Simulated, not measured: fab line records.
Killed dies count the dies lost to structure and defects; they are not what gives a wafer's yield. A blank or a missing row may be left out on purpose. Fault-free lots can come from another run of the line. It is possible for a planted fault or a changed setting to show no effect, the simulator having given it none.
What tool caused it? | flow gf180mcu | at 1 step of a route of 602, 14 lots with 42 wafers sampled

WHAT EACH GAUGE READ, for each wafer
GF_M3_RS_MEAS_05: a four-point-probe measurement. Usual: for M3_ALCU_RS the level is 0.0695 ohm/sq and the standard deviation is 0.00072.
lot  | measured     | on            | M3_ALCU_RS (ohm/sq)  | flag
L915 | day 20 08:45 | film metro-02 | 0.0703 0.0699 0.0683 |
L916 | day 20 22:45 | film metro-02 | 0.0701 0.0696 0.0703 |
L917 | day 21 08:43 | film metro-01 | 0.0680 0.0690 0.0689 |
L919 | day 22 08:27 | film metro-04 | 0.0696 0.0698 0.0698 |
L924 | day 23 23:28 | film metro-04 | 0.0694 0.0690 0.0705 |
L925 | day 24 08:16 | film metro-02 | 0.0682 0.0680 0.0684 |
L927 | day 25 03:39 | film metro-02 | 0.0696 0.0708 0.0697 |
L928 | day 25 06:04 | film metro-02 | 0.0691 0.0697 0.0694 |
L929 | day 25 14:51 | film metro-01 | 0.0678 0.0691 0.0690 |
L931 | day 26 07:01 | film metro-04 | 0.0686 0.0704 0.0691 |
L933 | day 26 22:50 | film metro-04 | 0.0693 0.0691 0.0693 |
L934 | day 27 05:03 | film metro-01 | 0.0695 0.0701 0.0698 |
L935 | day 27 08:02 | film metro-01 | 0.0685 0.0685 0.0683 |
L938 | day 28 09:50 | film metro-01 | 0.0692 0.0710 0.0707 |

TOOL THAT RAN EACH LOT (tool first, then ch and the chambers of the sampled wafers, then the start)
The record shows no process step preceding these readings.

WHAT THE TOOLS THEMSELVES READ (means of the sampled wafers that have a number; where no wafer has one, the mark that the record gives instead)
The record holds no such reading with a usual standard deviation.

THE ANSWER, worked out from the rows above alone
Rule: lot off if the mean of its wafers having a number is beyond 3 standard deviations from the usual mean. A lot without any number at a reading at which 4 lots or more have one is off too. The other lots that the step has rows for count as sound. After the gauges, taken in route order, come the tools' own readings; for these a lot's mean is taken, as printed above. At the first step where some lot is off, the reading lying furthest off is the one used; lots without a number count as furthest.
No lot is off on any of the readings shown, so nothing can be concluded from this.

WHAT THE SIMULATOR PUT IN
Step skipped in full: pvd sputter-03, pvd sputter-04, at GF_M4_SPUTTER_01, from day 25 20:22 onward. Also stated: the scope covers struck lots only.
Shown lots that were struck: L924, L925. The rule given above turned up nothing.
